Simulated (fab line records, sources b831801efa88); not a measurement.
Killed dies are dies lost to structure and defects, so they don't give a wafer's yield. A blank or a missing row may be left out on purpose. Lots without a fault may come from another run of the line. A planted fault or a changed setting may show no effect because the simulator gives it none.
Which tool did it? | flow gf180mcu | 14 lots, 42 wafers sampled, at 4 steps of a route of 602

WHAT THE GAUGES READ, wafer by wafer
GF_V2_RS_MEAS_24: measures by four-point-probe. Usual: V2_W_RS 0.328 ohm/sq, standard deviation 0.0056.
lot  | measured     | on            | V2_W_RS (ohm/sq)  | flag
L297 | day 20 16:25 | film_metro-04 | 0.316 0.320 0.319 |
L299 | day 21 00:07 | film_metro-02 | 0.331 0.335 0.330 |
L300 | day 21 09:03 | film_metro-02 | 0.326 0.325 0.329 |
L301 | day 22 00:43 | film_metro-01 | 0.323 0.324 0.317 |
L302 | day 22 08:44 | film_metro-01 | 0.328 0.329 0.327 |
L304 | day 22 19:20 | film_metro-04 | 0.324 0.330 0.323 |
L311 | day 25 14:57 | film_metro-01 | 0.321 0.323 0.331 |
L312 | day 26 00:01 | film_metro-01 | 0.332 0.334 0.329 |
L313 | day 26 01:53 | film_metro-04 | 0.321 0.329 0.330 |
L315 | day 26 16:59 | film_metro-04 | 0.339 0.338 0.333 |
L316 | day 27 01:25 | film_metro-04 | 0.324 0.330 0.332 |
L317 | day 27 07:45 | film_metro-04 | 0.329 0.328 0.324 |
L319 | day 27 23:54 | film_metro-02 | 0.333 0.330 0.328 |
L320 | day 28 01:37 | film_metro-02 | 0.326 0.321 0.322 |

GF_V3_BOW_MEAS_05. Usual: V3_BOW 119 um, standard deviation 8.
lot  | measured     | on            | V3_BOW (um) | flag
L297 | day 21 19:20 | film_metro-01 | 118 115 115 |
L299 | day 22 02:18 | film_metro-04 | 112 109 109 |
L300 | day 22 10:11 | film_metro-01 | 116 111 108 |
L301 | day 23 02:08 | film_metro-01 | 121 126 127 |
L302 | day 23 09:31 | film_metro-03 | 118 113 116 |
L304 | day 23 19:38 | film_metro-03 | 130 137 124 |
L311 | day 26 13:58 | film_metro-03 | 117 110 124 |
L312 | day 26 22:10 | film_metro-04 | 119 107 112 |
L313 | day 27 00:23 | film_metro-01 | 122 126 114 |
L315 | day 27 15:16 | film_metro-04 | 108 110 125 |
L316 | day 27 23:21 | film_metro-01 | 108 116 111 |
L317 | day 28 05:46 | film_metro-01 | 123 126 120 |
L319 | day 28 21:19 | film_metro-01 | 122 130 119 |
L320 | day 28 23:03 | film_metro-03 | 111 123 118 |

GF_V3_THK_MEAS_25: measures by xrf. Usual: V3_W_THK 351 nm, standard deviation 7.
lot  | measured     | on            | V3_W_THK (nm) | flag
L297 | day 22 19:13 | film_metro-01 | 356 369 353   |
L299 | day 23 02:56 | film_metro-04 | 352 345 352   |
L300 | day 23 10:35 | film_metro-01 | 351 351 345   |
L301 | day 24 01:28 | film_metro-03 | 355 350 352   |
L302 | day 24 09:24 | film_metro-04 | 345 347 344   |
L304 | day 24 18:43 | film_metro-01 | 360 353 350   |
L311 | day 27 11:57 | film_metro-03 | 347 351 349   |
L312 | day 27 19:55 | film_metro-04 | 342 335 345   |
L313 | day 27 21:55 | film_metro-03 | 362 355 355   |
L315 | day 28 12:10 | film_metro-01 | 346 350 350   |
L316 | day 28 20:34 | film_metro-04 | 346 342 345   |
L317 | day 29 02:40 | film_metro-03 | 354 350 357   |
L319 | day 29 18:10 | film_metro-03 | 348 349 351   |
L320 | day 29 19:13 | film_metro-04 | 333 333 335   |

WHICH TOOL RAN EACH LOT (tool, then ch and the chambers of the sampled wafers, then the start)
lot  | GF_SAB_DEVELOP_08
L297 | litho_track-02 ch 0, day 15 09:53
L299 | litho_track-04 ch 0, day 15 17:25
L300 | litho_track-04 ch 0, day 16 02:26
L301 | litho_track-04 ch 0, day 16 15:38
L302 | litho_track-04 ch 0, day 17 00:19
L304 | litho_track-03 ch 0, day 17 12:16
L311 | litho_track-04 ch 0, day 20 12:04
L312 | litho_track-04 ch 0, day 20 20:52
L313 | litho_track-04 ch 0, day 21 00:58
L315 | litho_track-03 ch 0, day 21 18:04
L316 | litho_track-04 ch 0, day 22 03:31
L317 | litho_track-02 ch 0, day 22 09:10
L319 | litho_track-03 ch 0, day 23 05:13
L320 | litho_track-04 ch 0, day 23 06:59
- GF_SAB_DEVELOP_08: develop time 60 s.

WHAT THE TOOLS THEMSELVES READ (means of the sampled wafers that have a number; where no wafer has one, the mark that the record gives instead)
GF_SAB_DEVELOP_08. Usual: developer_temp_C 23.00 C, standard deviation 0.13.
lot  | tool           | developer_temp_C (C) | flag
L297 | litho_track-02 | 22.88                |
L299 | litho_track-04 | 23.05                |
L300 | litho_track-04 | 22.98                |
L301 | litho_track-04 | 22.30                | OFF
L302 | litho_track-04 | 22.23                | OFF
L304 | litho_track-03 | 23.01                |
L311 | litho_track-04 | 22.94                |
L312 | litho_track-04 | 23.06                |
L313 | litho_track-04 | 23.12                |
L315 | litho_track-03 | 23.00                |
L316 | litho_track-04 | 23.12                |
L317 | litho_track-02 | 23.08                |
L319 | litho_track-03 | 23.00                |
L320 | litho_track-04 | 23.00                |

THE ANSWER, worked out from the rows above alone
Rule: a lot is off if the mean of its wafers that have a number lies more than 3 standard deviations from the usual mean. A lot without any number at a reading at which 4 lots or more have one is off too. The other lots that the step has rows for count as sound. The gauges are gone through in route order, then the tools' own readings, and for those a lot's mean is taken as printed above. The first step at which some lot is off is used, and at that step the reading that is off furthest; a lot without a number counts as furthest.
Off: L301, L302, at GF_SAB_DEVELOP_08 (developer_temp_C).
A tool fits if, at that step or a process step before it, it ran every lot that is off, and no sound lot after the first of them. None of those tried fits.

WHAT THE SIMULATOR HAD PUT IN
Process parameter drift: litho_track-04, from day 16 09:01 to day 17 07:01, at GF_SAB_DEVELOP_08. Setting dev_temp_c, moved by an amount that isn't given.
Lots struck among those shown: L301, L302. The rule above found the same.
